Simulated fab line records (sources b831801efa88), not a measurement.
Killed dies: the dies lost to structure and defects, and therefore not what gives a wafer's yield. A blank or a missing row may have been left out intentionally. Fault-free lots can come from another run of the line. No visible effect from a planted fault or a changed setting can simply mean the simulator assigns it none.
Matching of chambers    flow sky130    SKY_LI_CONTACT_ETCH_15 on rie diel-04: 4 sister chambers
The step etches PSG in C4F8/O2/Ar, stops on Si, target depth 600 nm. 14 wafers are shown with their chamber, then 7 later ones without.

## WAFERS PAIRED WITH THEIR CHAMBERS
wafer   chamber  chamber pressure mTorr (mTorr)  oes product au (a.u.)
L074.1  2        39.99                           0.826
L074.4  1        40.00                           0.838
L074.5  2        39.94                           0.842
L076.4  2        40.00                           0.832
L076.5  3        40.02                           0.840
L076.6  1        40.01                           0.842
L079.1  0        40.00                           0.842
L079.3  3        40.04                           0.835
L079.4  1        40.01                           0.836
L084.1  0        40.06                           0.841
L084.3  1        40.02                           0.843
L084.5  0        39.99                           0.828
L086.2  2        39.99                           0.830
L086.3  0        39.99                           0.837

SIGNATURES (averages over the wafers above)
reading                 chamber 0  chamber 1  chamber 2  chamber 3  scatter within a chamber
chamber pressure mTorr  40.0100    40.0100    39.9800    40.0300    0.0245
oes product au          0.83700    0.83975    0.83250    0.83750    0.00553
Rule: for each reading, subtract the chamber's mean from the wafer's reading, divide by that reading's scatter and square the result; add these up over the readings and take the root, which gives the wafer's distance from the chamber. The wafer belongs to the nearest chamber; if the next one is less than 2 further off, it can't be placed. The scatter: take each reading less its chamber's mean, square it, sum over the shown wafers, divide by the number of wafers less the number of chambers, and take the root.

## WAFERS MISSING THEIR CHAMBER
wafer   chamber pressure mTorr (mTorr)  oes product au (a.u.)
L086.4  39.96                           0.845
L091.1  40.01                           0.832
L091.2  40.03                           0.836
L091.5  39.99                           0.828
L097.1  40.02                           0.830
L097.3  40.06                           0.837
L097.6  40.07                           0.844

## WHICH CHAMBER EACH ONE RAN IN
wafer   from the rows above                in truth
L086.4  can't be placed: 1 or 2 or 0 or 3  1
L091.1  can't be placed: 0 or 2 or 3 or 1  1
L091.2  can't be placed: 3 or 0 or 1 or 2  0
L091.5  can't be placed: 2 or 0 or 1 or 3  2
L097.1  can't be placed: 0 or 3 or 2 or 1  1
L097.3  can't be placed: 3 or 0 or 1       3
L097.6  can't be placed: 3 or 1 or 0       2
Correct placement for 0 of the 7. From these rows, 7 cannot be placed; in 6 the true chamber is one of the candidates. Number placed wrongly: 0.
